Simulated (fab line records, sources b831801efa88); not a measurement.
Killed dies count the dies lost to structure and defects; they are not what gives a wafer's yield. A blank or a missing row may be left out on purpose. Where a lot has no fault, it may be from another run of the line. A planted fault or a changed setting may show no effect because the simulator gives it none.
fab line records | flow sky130 | part 2 of 2: steps 44 to 44 of 44
record: lots: 6 | wafers: 18 | last-day: 50
route steps=708 shown VIA3@593 METAL4@598 CAP2M@603 PAD_OPEN@708
lots with no fault: from the same line, run without faults
start-h: start of the lot's first displayed wafer, in hours after the record's first day | wait-h: time in hours since the lot's previous step | " as in the row above | L1.1+2: several wafers, shown together as one row | - no value, or no start was given | * or withheld: withheld | < > ~ a bound
route shown NAME@n: NAME is a module with steps in the file, n the number in the route of the first one | usual: the fault-free wafers' mean and standard deviation | same: alike in all rows | chamber/n: place in a boat | sites: readings site by site | _std_site: standard deviation across them | _edge_site: outer sites' mean less inner sites' | radius-mm: for every site, how far away it sits from the centre of the wafer | mask NAME#n: copy n | behind: the tool/chamber that last shaped the wafer | hold: reason for holding the lot/hours on hold/outcome of the hold | device: whichever transistor did not switch (one of n, p or np) | end of line: tests run on the same wafers once the route is complete | a step with no rows: only its recipe | killed: dies that structure and defects cost at the first sort, which is not the same as the wafer's yield | map: per-die view of a wafer (x killed, . not killed, _ where there is no die)
set.NAME: setting as actually run; set.NAME@STEP: the setting as run at that earlier step | model.NAME: the simulator's own value behind a step, which no gauge read
lots at selected steps of the route; one table per step, one row per wafer
services: when a tool's chamber went out of use (start-h, in hours from the record's first day, below 0 if earlier), for how many hours, and the reason
== steps ==
step: SKY_PAD_OPEN_PROBE_99
usual: defect-limited-yield: 83.0/1.8 | killed_at_M0_to_M3: 42/6.6 | killed_at_M4_up: 3.0/1.7 | killed-at-contacts: 24/5.3 | killed-at-front-end: 15/4.5 | killed-at-other: 0.2/0.49 | killed-dies: 83/9 | killed-open: 45/6.9 | killed-short: 38/5.8 | sort_bin_3_pad_short: 0.8/0.4 | sort_bin_5_function: 10.0/1.5 | sort_bin_6_memory: 6.1/1.1 | sort-n-pass: 409/9 | sort-yield-pct: 83.0/1.8
same: gross-dies: 492 | killed-at-back-side: 0 | sort_bin_4_leakage[%]: 0 | sort_bin_8_speed[%]: 0
lot.wafer | tool      | chamber | start-h | wait-h | defect-limited-yield[%] | killed_at_M0_to_M3 | killed_at_M4_up | killed-at-contacts | killed-at-front-end | killed-at-other | killed-dies | killed-open | killed-short | sort_bin_3_pad_short[%] | sort_bin_5_function[%] | sort_bin_6_memory[%] | sort-n-pass | sort-yield-pct[%] | model.etest.cap-mim2.plate-ohm-sq | model.etest.cap-mim2.bv-v | model.etest.cap-mim2.leak-log10-a-cm2
L918.4    | prober-01 | -       | 1113.41 | 0.2    | 85.6                    | 31                 | 1               | 24                 | 15                  | 0               | 71          | 41          | 30           | 0.6                     | 8.9                    | 4.9                  | 421         | 85.6              | 6.063                             | 14.05                     | -8.987
L918.5    | prober-01 | -       | 1113.46 | 0.2    | 85.0                    | 38                 | 1               | 21                 | 13                  | 1               | 74          | 28          | 46           | 0.4                     | 8.5                    | 6.1                  | 418         | 85.0              | 6.013                             | 13.71                     | -8.897
L918.6    | prober-01 | -       | 1113.51 | 0.2    | 85.4                    | 35                 | 6               | 23                 | 8                   | 0               | 72          | 36          | 36           | 0.8                     | 10.0                   | 3.9                  | 420         | 85.4              | 6.017                             | 13.87                     | -9.034
L922.1    | prober-01 | -       | 1116.56 | 0.3    | 83.9                    | 39                 | 3               | 24                 | 13                  | 0               | 79          | 37          | 42           | 0.4                     | 9.1                    | 6.5                  | 413         | 83.9              | 5.997                             | 13.16                     | -8.955
L922.4    | prober-01 | -       | 1116.71 | 0.4    | 81.7                    | 41                 | 6               | 34                 | 9                   | 0               | 90          | 49          | 41           | 1.0                     | 11.2                   | 6.1                  | 402         | 81.7              | 5.894                             | 13.7                      | -8.905
L922.6    | prober-01 | -       | 1116.81 | 0.4    | 83.9                    | 41                 | 4               | 23                 | 11                  | 0               | 79          | 34          | 45           | 1.6                     | 8.1                    | 6.3                  | 413         | 83.9              | 5.906                             | 13.58                     | -8.97
L927.3    | prober-01 | -       | 1153.00 | 0.2    | 83.9                    | 47                 | 1               | 21                 | 10                  | 0               | 79          | 40          | 39           | 1.0                     | 9.8                    | 5.3                  | 413         | 83.9              | 7.175                             | 12.6                      | -8.448
L927.4    | prober-01 | -       | 1153.05 | 0.2    | 85.8                    | 32                 | 1               | 17                 | 20                  | 0               | 70          | 43          | 27           | 0.4                     | 9.6                    | 4.3                  | 422         | 85.8              | 7.117                             | 12.63                     | -8.547
L927.5    | prober-01 | -       | 1153.10 | 0.2    | 84.6                    | 42                 | 2               | 15                 | 16                  | 1               | 76          | 38          | 38           | 1.0                     | 8.3                    | 6.1                  | 416         | 84.6              | 7.154                             | 13.12                     | -8.436
L931.2    | prober-02 | -       | 1171.13 | 0.1    | 81.3                    | 39                 | 6               | 27                 | 20                  | 0               | 92          | 42          | 50           | 0.4                     | 12.2                   | 6.1                  | 400         | 81.3              | 7.109                             | 12.02                     | -8.381
L931.4    | prober-02 | -       | 1171.23 | 0.2    | 82.5                    | 36                 | 2               | 29                 | 19                  | 0               | 86          | 42          | 44           | 1.0                     | 10.8                   | 5.7                  | 406         | 82.5              | 7.067                             | 13.44                     | -8.692
L931.6    | prober-02 | -       | 1171.33 | 0.2    | 82.9                    | 35                 | 3               | 23                 | 23                  | 0               | 84          | 46          | 38           | 0.8                     | 9.8                    | 6.5                  | 408         | 82.9              | 7.21                              | 13.36                     | -8.497
L934.1    | prober-02 | -       | 1172.65 | 0.1    | 82.7                    | 47                 | 4               | 20                 | 14                  | 0               | 85          | 42          | 43           | 1.0                     | 11.2                   | 5.1                  | 407         | 82.7              | 6.069                             | 14.13                     | -8.911
L934.3    | prober-02 | -       | 1172.75 | 0.2    | 84.8                    | 42                 | 4               | 20                 | 9                   | 0               | 75          | 45          | 30           | 1.2                     | 8.9                    | 5.1                  | 417         | 84.8              | 6.051                             | 14.22                     | -9.19
L934.4    | prober-02 | -       | 1172.80 | 0.2    | 80.7                    | 42                 | 3               | 32                 | 18                  | 0               | 95          | 58          | 37           | 0.4                     | 13.2                   | 5.7                  | 397         | 80.7              | 6.066                             | 14.3                      | -9.229
L937.1    | prober-01 | -       | 1196.87 | 0.1    | 80.1                    | 48                 | 2               | 26                 | 22                  | 0               | 98          | 62          | 36           | 1.2                     | 10.6                   | 8.1                  | 394         | 80.1              | 6.112                             | 13.74                     | -8.973
L937.3    | prober-01 | -       | 1196.97 | 0.2    | 85.6                    | 43                 | 3               | 12                 | 13                  | 0               | 71          | 41          | 30           | 0.2                     | 10.2                   | 4.1                  | 421         | 85.6              | 6.046                             | 13.83                     | -8.939
L937.6    | prober-01 | -       | 1197.12 | 0.2    | 85.2                    | 39                 | 1               | 21                 | 12                  | 0               | 73          | 43          | 30           | 1.0                     | 8.9                    | 4.9                  | 419         | 85.2              | 6.092                             | 14.2                      | -8.957
killed by level:class
L918.4 VIA1:geometric-particle:open=10 CONTACT:geometric-particle:open=7 FIELD_ISO:geometric-particle:short=6 POLY_GATE:geometric-particle:open=6 LI_CONTACT:geometric-particle:open=6 LOCAL_INTERCONNECT:geometric-particle:short=6 VIA2:geometric-particle:open=6 CONTACT:geometric-particle:short=5
L918.5 METAL1:geometric-particle:short=8 FIELD_ISO:geometric-particle:short=7 LI_CONTACT:geometric-particle:open=6 VIA1:geometric-particle:open=6 METAL2:geometric-particle:short=5 CONTACT:geometric-particle:short=5 CONTACT:geometric-particle:open=5 VIA3:geometric-particle:open=5
L918.6 CONTACT:geometric-particle:open=9 METAL1:geometric-particle:short=7 LI_CONTACT:geometric-particle:open=6 VIA2:geometric-particle:open=6 VIA3:geometric-particle:open=6 METAL4:geometric-particle:short=5 CONTACT:geometric-particle:short=5 VIA1:geometric-particle:open=4
L922.1 VIA1:geometric-particle:open=10 LI_CONTACT:geometric-particle:open=8 CONTACT:geometric-particle:open=6 METAL1:geometric-particle:short=6 LOCAL_INTERCONNECT:geometric-particle:short=5 CONTACT:geometric-particle:short=4 METAL2:geometric-particle:short=4 FIELD_ISO:geometric-particle:short=3
L922.4 CONTACT:geometric-particle:open=14 LI_CONTACT:geometric-particle:open=10 VIA1:geometric-particle:open=9 METAL2:geometric-particle:short=8 VIA1:geometric-particle:short=6 METAL4:geometric-particle:short=6 LOCAL_INTERCONNECT:geometric-particle:short=4 CONTACT:geometric-particle:short=4
L922.6 LI_CONTACT:geometric-particle:open=8 METAL1:geometric-particle:short=7 VIA1:geometric-particle:open=5 VIA1:geometric-particle:short=5 METAL2:geometric-particle:short=5 VIA3:geometric-particle:open=5 CONTACT:geometric-particle:open=4 CONTACT:geometric-particle:short=4
L927.3 METAL2:geometric-particle:short=14 CONTACT:geometric-particle:open=9 VIA1:geometric-particle:short=9 LI_CONTACT:geometric-particle:open=7 VIA2:geometric-particle:open=7 METAL1:geometric-particle:short=5 VIA1:geometric-particle:open=4 VIA3:geometric-particle:open=4
L927.4 VIA1:geometric-particle:open=10 CONTACT:geometric-particle:open=8 FIELD_ISO:geometric-particle:open=5 VIA2:geometric-particle:open=5 POLY_GATE:geometric-particle:open=4 CONTACT:geometric-particle:short=4 METAL2:geometric-particle:short=4 FIELD_ISO:geometric-particle:short=3
L927.5 VIA3:geometric-particle:open=7 VIA1:geometric-particle:open=6 METAL2:geometric-particle:short=6 FIELD_ISO:geometric-particle:open=5 VIA1:geometric-particle:short=5 VIA2:geometric-particle:short=4 VIA2:geometric-particle:open=4 FIELD_ISO:geometric-particle:short=3
L931.2 VIA2:geometric-particle:open=10 CONTACT:geometric-particle:open=8 CONTACT:geometric-particle:short=8 METAL1:geometric-particle:short=8 POLY_GATE:geometric-particle:short=6 LI_CONTACT:geometric-particle:open=6 VIA1:geometric-particle:open=6 LOCAL_INTERCONNECT:geometric-particle:short=5
L931.4 CONTACT:geometric-particle:open=10 VIA1:geometric-particle:open=9 LOCAL_INTERCONNECT:geometric-particle:short=7 FIELD_ISO:geometric-particle:short=6 LI_CONTACT:geometric-particle:open=5 METAL2:geometric-particle:short=5 CONTACT:geometric-particle:short=4 METAL1:geometric-particle:short=4
L931.6 VIA2:geometric-particle:open=10 FIELD_ISO:geometric-particle:short=7 LI_CONTACT:geometric-particle:open=7 VIA1:geometric-particle:open=7 CONTACT:geometric-particle:short=5 POLY_GATE:geometric-particle:short=4 SPACER:geometric-particle:short=4 LOCAL_INTERCONNECT:geometric-particle:short=4
L934.1 VIA1:geometric-particle:open=10 METAL2:geometric-particle:short=8 VIA2:geometric-particle:open=7 LI_CONTACT:geometric-particle:open=6 LOCAL_INTERCONNECT:geometric-particle:short=5 VIA1:geometric-particle:short=5 POLY_GATE:geometric-particle:short=4 CONTACT:geometric-particle:open=4
L934.3 LI_CONTACT:geometric-particle:open=8 CONTACT:geometric-particle:open=8 VIA1:geometric-particle:open=8 VIA2:geometric-particle:open=5 VIA3:geometric-particle:open=5 METAL1:geometric-particle:short=4 METAL2:geometric-particle:short=4 FIELD_ISO:geometric-particle:short=3
L934.4 CONTACT:geometric-particle:open=11 VIA1:geometric-particle:open=10 VIA2:geometric-particle:open=10 LI_CONTACT:geometric-particle:open=8 FIELD_ISO:geometric-particle:short=5 LOCAL_INTERCONNECT:geometric-particle:short=5 FIELD_ISO:geometric-particle:open=4 LI_CONTACT:geometric-particle:short=4
L937.1 VIA1:geometric-particle:open=15 CONTACT:geometric-particle:open=9 VIA2:geometric-particle:open=9 FIELD_ISO:geometric-particle:short=7 POLY_GATE:geometric-particle:open=6 CONTACT:geometric-particle:short=6 LI_CONTACT:geometric-particle:open=6 VIA3:geometric-particle:open=5
L937.3 VIA1:geometric-particle:open=9 VIA3:geometric-particle:open=7 CONTACT:geometric-particle:open=6 VIA2:geometric-particle:open=6 METAL1:geometric-particle:short=5 POLY_GATE:geometric-particle:open=4 FIELD_ISO:geometric-particle:short=3 METAL1:geometric-particle:open=3
L937.6 VIA1:geometric-particle:open=9 CONTACT:geometric-particle:open=8 VIA2:geometric-particle:open=7 VIA1:geometric-particle:short=6 LI_CONTACT:geometric-particle:short=5 FIELD_ISO:geometric-particle:open=4 VIA3:geometric-particle:open=4 VIA2:geometric-particle:short=4
== services ==
tool           | chamber | start-h | hours | kind
pecvd-04       | 1       | 950.49  | 5.6   | repair
pecvd-02       | 1       | 951.73  | 5.1   | repair
pecvd-04       | -       | 955.74  | 5.5   | pm
pvd-sputter-03 | -       | 962.79  | 1.5   | repair
pvd-sputter-03 | -       | 968.51  | 6.8   | repair
rie-metal-04   | 0       | 983.52  | 15.0  | repair
wet-bench-02   | -       | 994.42  | 1.9   | pm
pecvd-02       | -       | 1000.55 | 2.8   | pm
pecvd-04       | 0       | 1004.22 | 19.0  | repair
pvd-sputter-04 | -       | 1004.57 | 4.8   | repair
pecvd-01       | 2       | 1013.39 | 4.8   | repair
pvd-sputter-04 | 0       | 1025.99 | -     | consumable-replace:kit
rie-metal-04   | 1       | 1036.91 | 4.8   | repair
pecvd-01       | -       | 1037.33 | 0.9   | repair
pecvd-01       | -       | 1062.72 | 1.1   | repair
rie-metal-04   | -       | 1063.36 | 1.3   | repair
pecvd-04       | -       | 1092.02 | 2.8   | pm
rie-metal-03   | -       | 1099.70 | 1.1   | repair
pecvd-04       | 2       | 1102.62 | 4.1   | repair
pvd-sputter-04 | -       | 1105.00 | 0.9   | repair
pecvd-02       | 2       | 1105.94 | 9.2   | repair
rie-metal-01   | 0       | 1106.88 | 2.8   | repair
rie-metal-02   | -       | 1111.76 | 31.6  | repair
pvd-sputter-04 | -       | 1113.78 | 1.0   | repair
== key ==
first-sign: step: SKY_CAP2M_RS_MEAS_03 | reading: CAP2M_TIN_RS | direction: up | sigmas: 21 | usual: 6.92 | struck: 8.25
effect: step: SKY_CAP2M_THK_MEAS_04 | reading: CAP2M_TIN_THK | direction: down | sigmas: 16 | usual: 201.6 | struck: 169.9
effect: step: SKY_CAP2M_METAL_ETCH_13 | reading: oes-product-au | direction: down | sigmas: 13 | usual: 0.941 | struck: 0.852
model-effect: step: SKY_CAP2M_SPUTTER_02 | value: TiN_of_CAP2M_SPUTTER_02.thk-nm | without: 201.8 | struck: 168.2
model-effect: step: SKY_METAL4_STRIP_20 | value: TiN_of_CAP2M_SPUTTER_02.thk-nm | without: 201 | struck: 167.3
model-effect: step: SKY_PAD_OPEN_PROBE_99 | value: etest.cap-mim2.plate-ohm-sq | without: 5.949 | struck: 7.139
met-at SKY_CAP2M_SPUTTER_02
struck-wafers L927.3,L927.4,L927.5,L931.2,L931.4,L931.6
onset-between 971.65 1020.98
also-fits SKY_METAL4_SPUTTER_01:pvd-sputter-03,SKY_METAL4_SPUTTER_02:pvd-sputter-03,SKY_METAL4_SPUTTER_04:pvd-sputter-03
fault: kind: process-parameter-drift | tool: pvd-sputter-04 | chamber: - | onset-h: 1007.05 | steps: SKY_CAP2M_SPUTTER_02 | channel: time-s | offset: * | shape: step | end-h: 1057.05 | acts-in: * | stated: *
